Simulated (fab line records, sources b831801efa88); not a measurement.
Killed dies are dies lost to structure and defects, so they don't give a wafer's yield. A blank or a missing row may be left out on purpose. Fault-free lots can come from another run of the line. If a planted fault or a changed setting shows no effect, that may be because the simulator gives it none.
fab line records	flow sky130
record lots=10	wafers=30	last_day=50
route steps=708 shown VIA1@472 METAL2@485 PAD_OPEN@708
lots with no fault: from the same line, run without faults
start_h: hours from the record's first day to the start of the lot's first wafer shown	wait_h: hours elapsed since this lot's preceding step	" same as the row above	L1.1+2: a single row standing in for several wafers	- value missing, or start not given	* or withheld: withheld	< > ~ a bound
route shown NAME@n: a module of which the file shows steps, and the number in the route of the first	usual: mean/standard deviation taken from wafers without a fault	same: alike in all rows	chamber/n: place in a boat	sites: per-site readings	_std_site: standard deviation of those values	_edge_site: the outer-site mean with the inner-site mean subtracted	radius_mm: for every site, how far away it sits from the centre of the wafer	mask NAME#n: copy n	behind: the most recent tool/chamber to have shaped the wafer	hold: what put the lot on hold/how long, in hours/how the hold closed	device: which transistor (n, p or np) failed to switch	end of line: the same wafers' tests at the end of the route	where a step has no rows: the recipe by itself	killed: at the first sort, the dies lost to defects and structure; wafer yield is something else	map: per-die view of a wafer (x killed, . not killed, _ where there is no die)
set.NAME: the setting as run; set.NAME@STEP: as run at that earlier step	model.NAME: the simulator's own value behind a step, which no gauge read
a sample of lots followed through the steps of the route, with each step as a table and each wafer as a row
services: the hour from which a tool's chamber was out of use, counted from the record's first day as start_h (under 0 if before that day), plus the number of hours and why
## steps
# step SKY_VIA1_ETCH_14
# recipe chemistry=N2/H2	target=BARC	ion_energy_ev=200	source_w=500	bias_w=100	pressure_mtorr=30	n2_flow_sccm=100	h2_flow_sccm=200	stop_on=SiO2	time_s=45.9	target_depth_a=600
# usual drypump_motor_current_A=5.7/0.51	oes_product_au=0.855/0.0053	throttle_valve_pct=13.225/0.0099
lot.wafer	tool	chamber	start_h	wait_h	drypump_motor_current_A	oes_product_au	rf_hours_counter_h	throttle_valve_pct
L867.1	rie_diel-01	2	811.22	0.0	5.6	0.852	11	13.226
L867.2	"	0	"	"	5.4	0.855	8	13.226
L867.4	"	3	"	"	6.3	0.845	12	13.236
L870.1	rie_diel-02	1	832.66	0.0	5.4	0.860	7	13.214
L870.4	"	2	"	"	5.0	0.853	19	13.210
L870.5	"	3	"	"	6.1	0.858	-	13.229
L872.3	rie_diel-02	3	841.61	0.0	6.1	0.863	12	13.217
L872.4	"	0	"	"	5.2	0.852	3	13.224
L872.5	"	1	"	"	5.4	0.853	-	13.220
L873.1	rie_diel-02	0	847.72	0.0	5.2	0.845	3	13.227
L873.4	"	2	"	"	5.0	0.853	20	13.221
L873.5	"	3	"	"	6.1	0.850	-	13.229
L876.1	rie_diel-04	1	867.96	0.0	5.0	0.859	12	13.226
L876.3	"	0	"	"	5.5	0.851	2	13.227
L876.5	"	1	"	"	5.0	0.852	-	13.217
L877.1	rie_diel-04	2	876.46	0.0	5.4	0.855	15	13.224
L877.4	"	0	"	"	5.5	0.854	2	13.226
L877.6	"	3	"	"	5.0	0.847	-	13.228
L878.1	rie_diel-02	1	883.80	0.0	5.4	0.858	9	13.230
L878.3	"	2	"	"	5.0	0.849	21	13.227
L878.5	"	3	"	"	6.1	0.857	-	13.210
L883.2	rie_diel-01	2	912.66	0.0	5.6	0.857	15	13.234
L883.4	"	1	"	"	6.5	0.856	11	13.217
L883.5	"	1	"	"	6.6	0.854	-	13.227
L884.1	rie_diel-02	1	918.17	0.0	5.4	0.846	10	13.224
L884.2	"	3	"	"	6.1	0.857	15	13.219
L884.4	"	1	"	"	5.4	0.854	-	13.219
L890.1	rie_diel-01	1	964.36	0.0	6.5	0.862	13	13.233
L890.3	"	0	"	"	5.4	0.855	12	13.216
L890.4	"	2	"	"	5.6	0.847	16	13.225
# step SKY_VIA1_RS_MEAS_22
# recipe thk_meas_gauge=four-point-probe	reads=W_of_VIA1_CVD_21+TiN_of_VIA1_SPUTTER_20
# usual VIA1_W_RS=0.426/0.0065
lot.wafer	tool	chamber	start_h	wait_h	VIA1_W_RS[ohm/sq]
L867.1	film_metro-03	-	812.06	0.1	0.428
L867.2	"	-	"	"	0.426
L867.4	"	-	"	"	0.429
L870.1	film_metro-01	-	833.50	0.1	0.431
L870.4	"	-	"	"	0.430
L870.5	"	-	"	"	0.431
L872.3	film_metro-02	-	842.52	0.1	0.432
L872.4	"	-	"	"	0.429
L872.5	"	-	"	"	0.433
L873.1	film_metro-02	-	848.56	0.1	0.430
L873.4	"	-	"	"	0.433
L873.5	"	-	"	"	0.431
L876.1	film_metro-03	-	868.80	0.1	0.430
L876.3	"	-	"	"	0.430
L876.5	"	-	"	"	0.420
L877.1	film_metro-02	-	877.30	0.1	0.431
L877.4	"	-	"	"	0.428
L877.6	"	-	"	"	0.435
L878.1	film_metro-03	-	884.68	0.1	0.436
L878.3	"	-	"	"	0.426
L878.5	"	-	"	"	0.434
L883.2	film_metro-02	-	913.53	0.1	0.435
L883.4	"	-	"	"	0.431
L883.5	"	-	"	"	0.429
L884.1	film_metro-02	-	919.01	0.1	0.414
L884.2	"	-	"	"	0.426
L884.4	"	-	"	"	0.421
L890.1	film_metro-03	-	965.19	0.1	0.420
L890.3	"	-	"	"	0.427
L890.4	"	-	"	"	0.417
# step SKY_METAL2_SPUTTER_02
# recipe material=AlCu	target_thk_nm=250	power_w=10600	time_s=13.3	chamber_pressure_pa=0.4
# usual throttle_valve_pct=30.2/1.5
lot.wafer	tool	chamber	start_h	wait_h	throttle_valve_pct
L867.1	pvd_sputter-04	-	812.59	0.0	29.9
L867.2	"	-	"	"	28.5
L867.4	"	-	"	"	31.6
L870.1	pvd_sputter-03	-	834.03	0.0	33.2
L870.4	"	-	"	"	29.3
L870.5	"	-	"	"	29.1
L872.3	pvd_sputter-04	-	843.01	0.0	29.5
L872.4	"	-	"	"	28.5
L872.5	"	-	"	"	29.6
L873.1	pvd_sputter-03	-	849.09	0.0	29.4
L873.4	"	-	"	"	31.7
L873.5	"	-	"	"	33.2
L876.1	pvd_sputter-04	-	869.32	0.0	29.8
L876.3	"	-	"	"	29.7
L876.5	"	-	"	"	29.6
L877.1	pvd_sputter-04	-	877.83	0.0	31.6
L877.4	"	-	"	"	28.4
L877.6	"	-	"	"	29.7
L878.1	pvd_sputter-04	-	885.20	0.0	32.0
L878.3	"	-	"	"	29.6
L878.5	"	-	"	"	28.2
L883.2	pvd_sputter-01	-	914.40	0.0	27.9
L883.4	"	-	"	"	30.9
L883.5	"	-	"	"	29.9
L884.1	pvd_sputter-03	-	919.53	0.0	29.4
L884.2	"	-	"	"	31.4
L884.4	"	-	"	"	32.9
L890.1	pvd_sputter-01	-	965.72	0.0	31.1
L890.3	"	-	"	"	31.5
L890.4	"	-	"	"	30.0
# step SKY_METAL2_RS_MEAS_05
# recipe thk_meas_gauge=four-point-probe	reads=TiN_of_METAL2_SPUTTER_04+Ti_of_METAL2_SPUTTER_03+AlCu_of_METAL2_SPUTTER_02+TiN_of_METAL2_SPUTTER_01+Ti_of_METAL2_SPUTTER_00
# usual METAL2_ALCU_RS=0.1267/0.0014
lot.wafer	tool	chamber	start_h	wait_h	METAL2_ALCU_RS[ohm/sq]
L867.1	film_metro-04	-	812.68	0.0	0.1258
L867.2	"	-	"	"	0.1273
L867.4	"	-	"	"	0.1262
L870.1	film_metro-01	-	834.12	0.0	0.1271
L870.4	"	-	"	"	0.1268
L870.5	"	-	"	"	0.1278
L872.3	film_metro-04	-	843.14	0.1	0.1248
L872.4	"	-	"	"	0.1250
L872.5	"	-	"	"	0.1244
L873.1	film_metro-04	-	849.18	0.0	0.1271
L873.4	"	-	"	"	0.1252
L873.5	"	-	"	"	0.1273
L876.1	film_metro-02	-	869.42	0.0	0.1249
L876.3	"	-	"	"	0.1255
L876.5	"	-	"	"	0.1260
L877.1	film_metro-04	-	877.92	0.0	0.1272
L877.4	"	-	"	"	0.1270
L877.6	"	-	"	"	0.1255
L878.1	film_metro-04	-	885.30	0.0	0.1252
L878.3	"	-	"	"	0.1681
L878.5	"	-	"	"	0.1259
L883.2	film_metro-04	-	914.51	0.0	0.1267
L883.4	"	-	"	"	0.1255
L883.5	"	-	"	"	0.1259
L884.1	film_metro-02	-	919.62	0.0	0.1236
L884.2	"	-	"	"	0.1243
L884.4	"	-	"	"	0.1239
L890.1	film_metro-04	-	965.81	0.0	0.1273
L890.3	"	-	"	"	0.1288
L890.4	"	-	"	"	0.1282
# step SKY_METAL2_THK_MEAS_06
# recipe thk_meas_gauge=xrf	reads=AlCu_of_METAL2_SPUTTER_02
# usual METAL2_ALCU_THK=253.5/2.7
lot.wafer	tool	chamber	start_h	wait_h	METAL2_ALCU_THK[nm]
L867.1	film_metro-04	-	812.80	0.1	256.1
L867.2	"	-	"	"	252.6
L867.4	"	-	"	"	253.3
L870.1	film_metro-01	-	834.24	0.1	252.2
L870.4	"	-	"	"	254.9
L870.5	"	-	"	"	254.0
L872.3	film_metro-04	-	843.24	0.1	258.0
L872.4	"	-	"	"	256.5
L872.5	"	-	"	"	258.2
L873.1	film_metro-04	-	849.30	0.1	254.8
L873.4	"	-	"	"	256.2
L873.5	"	-	"	"	254.1
L876.1	film_metro-02	-	869.54	0.1	255.9
L876.3	"	-	"	"	256.5
L876.5	"	-	"	"	256.2
L877.1	film_metro-04	-	878.04	0.1	250.4
L877.4	"	-	"	"	252.0
L877.6	"	-	"	"	254.2
L878.1	film_metro-04	-	885.42	0.1	254.2
L878.3	"	-	"	"	192.8
L878.5	"	-	"	"	255.0
L883.2	film_metro-04	-	914.62	0.1	252.6
L883.4	"	-	"	"	253.7
L883.5	"	-	"	"	254.0
L884.1	film_metro-02	-	919.74	0.1	259.4
L884.2	"	-	"	"	257.4
L884.4	"	-	"	"	257.9
L890.1	film_metro-04	-	965.93	0.1	253.1
L890.3	"	-	"	"	250.6
L890.4	"	-	"	"	249.4
# step SKY_METAL2_CD_MEAS_15
# recipe target_cd_nm=140
# usual cd_nm=139.3/1.6
lot.wafer	tool	chamber	start_h	wait_h	cd_nm
L867.1	cd_sem-01	-	839.25	-	139.1
L867.2	"	-	"	"	139.5
L867.4	"	-	"	"	140.0
L870.1	cd_sem-02	-	860.40	-	137.0
L870.4	"	-	"	"	136.8
L870.5	"	-	"	"	136.5
L872.3	cd_sem-01	-	869.94	-	141.4
L872.4	"	-	"	"	140.9
L872.5	"	-	"	"	141.5
L873.1	cd_sem-01	-	874.06	-	138.3
L873.4	"	-	"	"	139.1
L873.5	"	-	"	"	140.1
L876.1	cd_sem-02	-	895.10	-	139.0
L876.3	"	-	"	"	137.9
L876.5	"	-	"	"	139.0
L877.1	cd_sem-01	-	903.31	-	137.6
L877.4	"	-	"	"	136.8
L877.6	"	-	"	"	137.8
L878.1	cd_sem-01	-	909.85	-	139.1
L878.3	"	-	"	"	140.6
L878.5	"	-	"	"	139.6
L883.2	cd_sem-01	-	939.09	-	139.1
L883.4	"	-	"	"	138.8
L883.5	"	-	"	"	138.6
L884.1	cd_sem-01	-	943.83	-	138.4
L884.2	"	-	"	"	138.6
L884.4	"	-	"	"	138.8
L890.1	cd_sem-02	-	988.85	-	136.5
L890.3	"	-	"	"	137.6
L890.4	"	-	"	"	136.5
# step SKY_METAL2_METAL_ETCH_19
# recipe target_depth_a=3600	stop_on=SiO2	over_etch_frac=0.3	time_s=78	chemistry=Cl2/BCl3	resist_sidewall_deg=88	pressure_mtorr=10	icp_w=900	bias_w=48.5	Cl2_flow_sccm=60	bcl3_flow_sccm=30
# usual drypump_motor_current_A=5.8/0.39	mfc_cl2_sccm=59.98/0.17	oes_product_au=0.854/0.0061	throttle_valve_pct=22.264/0.0086
lot.wafer	tool	chamber	start_h	wait_h	drypump_motor_current_A	mfc_cl2_sccm	oes_product_au	rf_hours_counter_h	throttle_valve_pct
L867.1	rie_metal-01	1	839.50	0.0	6.1	59.94	0.852	10	22.267
L867.2	"	0	"	"	5.9	59.91	0.852	6	22.263
L867.4	"	1	"	"	6.1	59.69	0.848	-	22.259
L870.1	rie_metal-03	1	860.75	0.1	6.2	60.01	0.855	1	22.266
L870.4	"	1	"	"	6.2	60.00	0.863	-	22.259
L870.5	"	1	"	"	6.2	60.01	0.856	-	22.279
L872.3	rie_metal-03	0	870.18	0.1	5.4	59.96	0.864	-	22.266
L872.4	"	1	"	"	6.2	59.81	0.855	-	22.272
L872.5	"	1	"	"	6.2	59.82	0.868	-	22.286
L873.1	rie_metal-04	0	874.32	0.0	5.6	60.07	0.848	5	22.279
L873.4	"	1	"	"	5.1	60.13	0.863	-	22.269
L873.5	"	1	"	"	5.1	60.24	0.857	-	22.259
L876.1	rie_metal-01	0	895.35	0.0	5.9	59.95	0.851	8	22.246
L876.3	"	1	"	"	6.1	60.02	0.849	-	22.274
L876.5	"	0	"	"	5.9	60.04	0.854	-	22.259
L877.1	rie_metal-01	1	903.57	0.0	6.1	60.24	0.852	13	22.266
L877.4	"	0	"	"	5.9	59.80	0.857	-	22.270
L877.6	"	0	"	"	5.9	59.69	0.852	-	22.262
L878.1	rie_metal-01	1	910.10	0.0	6.1	59.90	0.857	13	22.275
L878.3	"	1	"	"	6.1	59.92	0.793	-	22.266
L878.5	"	0	"	"	5.9	60.12	0.855	-	22.271
L883.2	rie_metal-04	0	939.32	0.0	5.6	60.19	0.851	8	22.275
L883.4	"	1	"	"	5.1	59.71	0.858	-	22.272
L883.5	"	1	"	"	5.1	60.05	0.851	-	22.276
L884.1	rie_metal-03	0	944.08	0.0	5.4	60.11	0.869	8	22.257
L884.2	"	1	"	"	6.2	59.65	0.863	5	22.265
L884.4	"	0	"	"	5.4	60.01	0.855	-	22.268
L890.1	rie_metal-01	0	989.10	0.0	5.9	59.71	0.855	12	22.272
L890.3	"	1	"	"	6.1	59.76	0.853	-	22.252
L890.4	"	0	"	"	5.9	59.75	0.855	-	22.267
# step SKY_PAD_OPEN_PROBE_99
# usual defect_limited_yield=82.5/2	killed_at_M0_to_M3=43/7.1	killed_at_M4_up=3.3/2	killed_at_contacts=24/5.1	killed_at_front_end=15/4.6	killed_at_other=0.3/0.6	killed_dies=86/9.6	killed_open=46/7.3	killed_short=39/6.7	sort_bin_3_pad_short=0.9/0.44	sort_bin_5_function=10.4/1.5	sort_bin_6_memory=6.2/1.1	sort_n_pass=406/9.6	sort_yield_pct=82.5/2
# same gross_dies=492	killed_at_back_side=0	sort_bin_4_leakage[%]=0	sort_bin_8_speed[%]=0
lot.wafer	tool	chamber	start_h	wait_h	defect_limited_yield[%]	killed_at_M0_to_M3	killed_at_M4_up	killed_at_contacts	killed_at_front_end	killed_at_other	killed_dies	killed_open	killed_short	sort_bin_3_pad_short[%]	sort_bin_5_function[%]	sort_bin_6_memory[%]	sort_n_pass	sort_yield_pct[%]
L883.2	prober-01	-	1168.63	0.1	81.9	46	5	19	19	0	89	50	38	0.4	13.0	4.7	403	81.9
L883.4	prober-01	-	1168.73	0.2	82.3	45	8	18	16	0	87	39	47	1.8	9.6	6.3	405	82.3
L883.5	prober-01	-	1168.78	0.2	80.9	40	8	21	24	1	94	50	43	1.2	11.2	6.7	398	80.9
# killed by level:class
L883.2 VIA1:geometric_particle:open=19 CONTACT:geometric_particle:open=7 METAL2:geometric_particle:short=6 POLY_GATE:geometric_particle:open=5 CONTACT:geometric_particle:short=5 FIELD_ISO:geometric_particle:short=4 FIELD_ISO:geometric_particle:open=4 POLY_GATE:geometric_particle:short=4
L883.4 METAL2:geometric_particle:short=8 VIA1:geometric_particle:open=7 CONTACT:geometric_particle:open=7 LI_CONTACT:geometric_particle:open=6 METAL4:geometric_particle:short=6 POLY_GATE:geometric_particle:open=5 VIA1:geometric_particle:short=5 VIA3:geometric_particle:short=5
L883.5 VIA1:geometric_particle:open=11 VIA2:geometric_particle:open=9 POLY_GATE:geometric_particle:short=7 CONTACT:geometric_particle:open=7 FIELD_ISO:geometric_particle:short=5 FIELD_ISO:geometric_particle:open=5 LI_CONTACT:geometric_particle:open=5 METAL4:geometric_particle:short=5
## services
tool	chamber	start_h	hours	kind
rie_metal-03	-	793.13	0.2	repair
rie_diel-02	2	797.75	6.3	repair
rie_diel-02	3	853.96	3.7	repair
rie_metal-03	0	856.76	10.4	repair
rie_diel-02	-	877.33	1.0	repair
pvd_sputter-01	-	882.35	0.6	repair
pvd_sputter-03	-	882.81	15.7	repair
pvd_sputter-03	-	884.85	2.9	repair
rie_diel-02	2	895.90	59.0	repair
rie_metal-03	1	897.38	2.3	repair
rie_metal-04	1	925.21	2.4	repair
rie_diel-04	3	926.03	2.5	repair
pvd_sputter-01	-	932.95	8.8	repair
rie_diel-02	1	937.71	7.3	repair
rie_diel-04	1	942.69	9.0	repair
rie_diel-04	0	943.96	3.2	repair
rie_diel-04	0	947.57	4.6	repair
rie_diel-01	-	955.43	2.8	pm
pvd_sputter-01	-	957.74	1.2	repair
pvd_sputter-03	-	958.76	12.5	repair
rie_diel-02	-	963.34	2.8	pm
rie_diel-04	-	963.83	0.5	repair
rie_diel-04	1	971.85	3.9	repair
rie_diel-04	2	973.46	4.2	repair
## key
first_sign step=SKY_METAL2_RS_MEAS_05	reading=METAL2_ALCU_RS	direction=up	sigmas=30	usual=0.1267	struck=0.1681
effect step=SKY_METAL2_THK_MEAS_06	reading=METAL2_ALCU_THK	direction=down	sigmas=22	usual=253.5	struck=192.8
effect step=SKY_METAL2_METAL_ETCH_19	reading=oes_product_au	direction=down	sigmas=10	usual=0.854	struck=0.793
met_at SKY_METAL2_SPUTTER_02
struck_lots L878
struck_wafers L878.3
not_acting_at SKY_VIA1_ETCH_14,SKY_VIA1_RS_MEAS_22,SKY_METAL2_CD_MEAS_15
onset_between 877.83 885.20
fault kind=process_parameter_drift	tool=pvd_sputter-04	chamber=-	onset_h=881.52	steps=SKY_METAL2_SPUTTER_02	channel=target_thk_nm	offset=-60.117	shape=step	end_h=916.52	scope=struck_wafers_only	acts_in=these_recipes_only	stated=250
